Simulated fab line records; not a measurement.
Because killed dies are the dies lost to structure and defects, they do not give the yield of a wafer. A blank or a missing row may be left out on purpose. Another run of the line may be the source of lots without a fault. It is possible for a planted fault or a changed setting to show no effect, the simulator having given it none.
A struck lot beside a sound one ; flow gf180mcu ; 15 out of 602 route steps
Sound: the wafers L912.1, L912.2, L912.5. The struck wafers were L908.1, L908.2, L908.4. The cause comes at the end.
Each step with rows lists, per side, the tool, then ch with its chambers, then its first start. Under that, the readings that differ: sound wafers ; struck wafers ; difference of the means ; sigmas: that difference in standard deviations of wafers without a fault.
alike: readings whose means differ by less than 2 such deviations, and words and numbers that are the same on both sides. not compared: withheld readings, readings that some wafer has no value for, bounds like >300 that may hide the same value, and numbers for which the record gives no deviation and whose values overlap.
The two part at a step that has a row with sigmas, a row that says differs or no value, or rows on one side only. When numbers do not overlap yet have no deviation, they are printed without sigmas and do not part them. A reading that every wafer of one side lacks parts them only if that side has two wafers or more.

first, 1 step without rows for these wafers: GF_VT_IMPLANT_IMPLANT_30.
GF_VT_IMPLANT_STRIP_31: strips in O2/N2.
  sound on plasma asher-02 ch 0,1, day 12 20:27; struck on plasma asher-02 ch 0,1, day 11 17:11
reading;sound;struck;difference;sigmas
strip time to endpoint s (s);12.58 12.59 12.57;12.68 12.64 12.69;+0.09;+3
  alike: chamber pressure mTorr, drypump motor current A, heater power w, oes product au
  not compared: rf hours counter h
GF_VT_IMPLANT_TW_MEAS_32:
  sound on film metro-03 at day 12 20:33; struck on film metro-02 at day 11 17:17
  alike: VT_IMPLANT_3_TW
then, 7 steps without rows for these wafers: GF_VT_IMPLANT_DEHYDRATE_33 (time 60 s); GF_VT_IMPLANT_HMDS_34 (prime time 60 s); GF_VT_IMPLANT_COAT_35 (resist thk 1000 nm); GF_VT_IMPLANT_SOFTBAKE_36 (time 60 s); GF_VT_IMPLANT_EXPOSE_37 (exposes mask Nwell HV AREA, target cd 860 nm); GF_VT_IMPLANT_PEB_38; GF_VT_IMPLANT_DEVELOP_39 (develop time 60 s).
GF_VT_IMPLANT_OVL_MEAS_40:
  sound on overlay-02 at day 13 16:38; struck on overlay-02 at day 12 12:27
  alike: VT_IMPLANT_03_OVL
following that, these wafers have no rows for 1 step: GF_VT_IMPLANT_IMPLANT_41.
GF_VT_IMPLANT_STRIP_42: strips in O2/N2.
  sound on plasma asher-01 ch 0,1, day 13 16:50; struck on plasma asher-02 ch 0,1, day 12 12:38
  no value came back on the struck wafers for any of 5 readings (chamber pressure mTorr (mTorr), drypump motor current A (A) and others); on the sound wafers chamber pressure mTorr (mTorr) reads 1499.3 1500.3 1499.9
reading;sound;struck;difference;sigmas
model.NOVOLAK_of_VT_IMPLANT_COAT_35.thk nm (nm);0 0 0;998.7 1004 1000;+1000.9;
  not compared: rf hours counter h
GF_VT_IMPLANT_TW_MEAS_43:
  sound on film metro-04 at day 13 16:56; struck on film metro-02 at day 12 12:44
  alike: VT_IMPLANT_4_TW
-- record jumps: 21 days separate the struck wafers' starts on either side; left off in module VT_IMPLANT, taken up again in module PASSIVATION, whose first shown step is the route's number 602 --
GF_PASSIVATION_PROBE_99:
  record: rows for the struck wafers here (prober-01, day 34 00:03), none for the sound ones

WHERE THEY PART
At GF_VT_IMPLANT_STRIP_31 first; at GF_PASSIVATION_PROBE_99 last (within this record only).

WHY: what the simulator had put in
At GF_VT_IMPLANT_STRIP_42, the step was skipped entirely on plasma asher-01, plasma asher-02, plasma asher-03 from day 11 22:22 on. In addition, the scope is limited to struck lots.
